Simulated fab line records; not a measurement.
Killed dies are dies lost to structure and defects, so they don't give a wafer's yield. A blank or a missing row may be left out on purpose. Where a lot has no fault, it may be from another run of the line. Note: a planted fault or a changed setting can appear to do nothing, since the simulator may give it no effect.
Tool commonality check + flow gf180mcu + Lots sampled 12, wafers sampled 36

REASON FOR OPENING
Of 12 lots, 2 have the reading NSD_RS flagged at GF_PSD_RS_MEAS_14. No-fault wafers: 46.10 ohm/sq, standard deviation 0.085.
Rule: flag the lot when none of its wafers has a number, or when each of its wafers that has one lies beyond 4 standard deviations from that mean. As for the other lots, they are considered sound.

| lot  | measured     | on            | NSD_RS (ohm/sq), wafer by wafer | flag    |
|------|--------------|---------------|---------------------------------|---------|
| L840 | day 14 02:35 | film metro-03 | 46.12 46.02 46.02               |         |
| L841 | day 14 11:04 | film metro-02 | 45.99 45.97 46.10               |         |
| L842 | day 14 21:23 | film metro-04 | 46.15 46.06 46.10               |         |
| L843 | day 15 05:19 | film metro-04 | 46.18 46.12 46.25               |         |
| L844 | day 15 11:57 | film metro-04 | 46.06 46.12 46.13               |         |
| L845 | day 15 21:44 | film metro-02 | 46.00 46.07 46.05               |         |
| L851 | day 18 00:38 | film metro-03 | 45.94 46.11 45.92               |         |
| L852 | day 18 09:34 | film metro-04 | 41.09 41.09 41.02               | FLAGGED |
| L853 | day 18 22:35 | film metro-03 | 41.14 40.99 40.92               | FLAGGED |
| L859 | day 20 22:37 | film metro-03 | 46.09 46.14 46.12               |         |
| L862 | day 21 22:17 | film metro-02 | 46.08 46.18 46.12               |         |
| L863 | day 22 10:40 | film metro-02 | 46.19 46.20 46.22               |         |
Average over the flagged lots: 41.04 ohm/sq; offset from the usual -5.06 ohm/sq, equal to -60 standard deviations.

WHICH TOOL RAN EACH LOT
Before the reading, the record contains 2 process steps out of a 602-step route. Read each cell as the tool, then ch plus the chambers that the sampled wafers visited, then the start.
| lot  | flag    | GF_HV_LDD_RTA_52                 | GF_PSD_RTA_13                    |
|------|---------|----------------------------------|----------------------------------|
| L840 |         | rtp anneal-01 ch 0, day 12 06:50 | rtp anneal-01 ch 0, day 14 02:29 |
| L841 |         | rtp anneal-02 ch 0, day 12 15:10 | rtp anneal-02 ch 0, day 14 10:58 |
| L842 |         | rtp anneal-02 ch 0, day 13 00:38 | rtp anneal-01 ch 0, day 14 21:17 |
| L843 |         | rtp anneal-02 ch 0, day 13 06:17 | rtp anneal-02 ch 0, day 15 05:14 |
| L844 |         | rtp anneal-01 ch 0, day 13 13:10 | rtp anneal-02 ch 0, day 15 11:52 |
| L845 |         | rtp anneal-02 ch 0, day 13 22:20 | rtp anneal-01 ch 0, day 15 21:38 |
| L851 |         | rtp anneal-02 ch 0, day 15 21:32 | rtp anneal-02 ch 0, day 18 00:33 |
| L852 | FLAGGED | rtp anneal-01 ch 0, day 16 06:40 | rtp anneal-02 ch 0, day 18 09:28 |
| L853 | FLAGGED | rtp anneal-02 ch 0, day 16 19:39 | rtp anneal-02 ch 0, day 18 22:29 |
| L859 |         | rtp anneal-02 ch 0, day 18 18:36 | rtp anneal-01 ch 0, day 20 22:31 |
| L862 |         | rtp anneal-02 ch 0, day 19 19:05 | rtp anneal-01 ch 0, day 21 22:11 |
| L863 |         | rtp anneal-01 ch 0, day 20 08:37 | rtp anneal-02 ch 0, day 22 10:34 |
What these steps do:
- GF_HV_LDD_RTA_52: time 10 s.
- GF_PSD_RTA_13: time 20 s.
- GF_PSD_RS_MEAS_14: measures by four-point-probe.

FLAGGED OVER TOTAL, TOOL BY TOOL (the gauges that took the reading come last)
| step              | tool          | lots run | flagged | share of the flagged lots | sound lots run after its first flagged lot |
|-------------------|---------------|----------|---------|---------------------------|--------------------------------------------|
| GF_HV_LDD_RTA_52  | rtp anneal-01 | 4        | 1       | some                      | 1 (L863)                                   |
| GF_HV_LDD_RTA_52  | rtp anneal-02 | 8        | 1       | some                      | 2 (L859,L862)                              |
| GF_PSD_RTA_13     | rtp anneal-01 | 5        | 0       | none                      | -                                          |
| GF_PSD_RTA_13     | rtp anneal-02 | 7        | 2       | all                       | 1 (L863)                                   |
| GF_PSD_RS_MEAS_14 | film metro-02 | 4        | 0       | none                      | -                                          |
| GF_PSD_RS_MEAS_14 | film metro-03 | 4        | 1       | some                      | 1 (L859)                                   |
| GF_PSD_RS_MEAS_14 | film metro-04 | 4        | 1       | some                      | 0                                          |

WHAT IS ALLOWED BY THE TABLE
In the table, 1 row covers all flagged lots: rtp anneal-02 at GF_PSD_RTA_13.
- rtp anneal-02 at GF_PSD_RTA_13 ran 7 lots, 2 of them flagged. Lots that were sound ran on it after the first flagged one (L863); a persistent fault on the entire tool would not allow that. Its own readings (lamp power pct, wafer_temp_C_max) fall more than 4 standard deviations out on all wafers of the flagged lots.
None of the table's rows ran every flagged lot and, after the first, no sound lot.

WHAT WAS PUT IN BY THE SIMULATOR
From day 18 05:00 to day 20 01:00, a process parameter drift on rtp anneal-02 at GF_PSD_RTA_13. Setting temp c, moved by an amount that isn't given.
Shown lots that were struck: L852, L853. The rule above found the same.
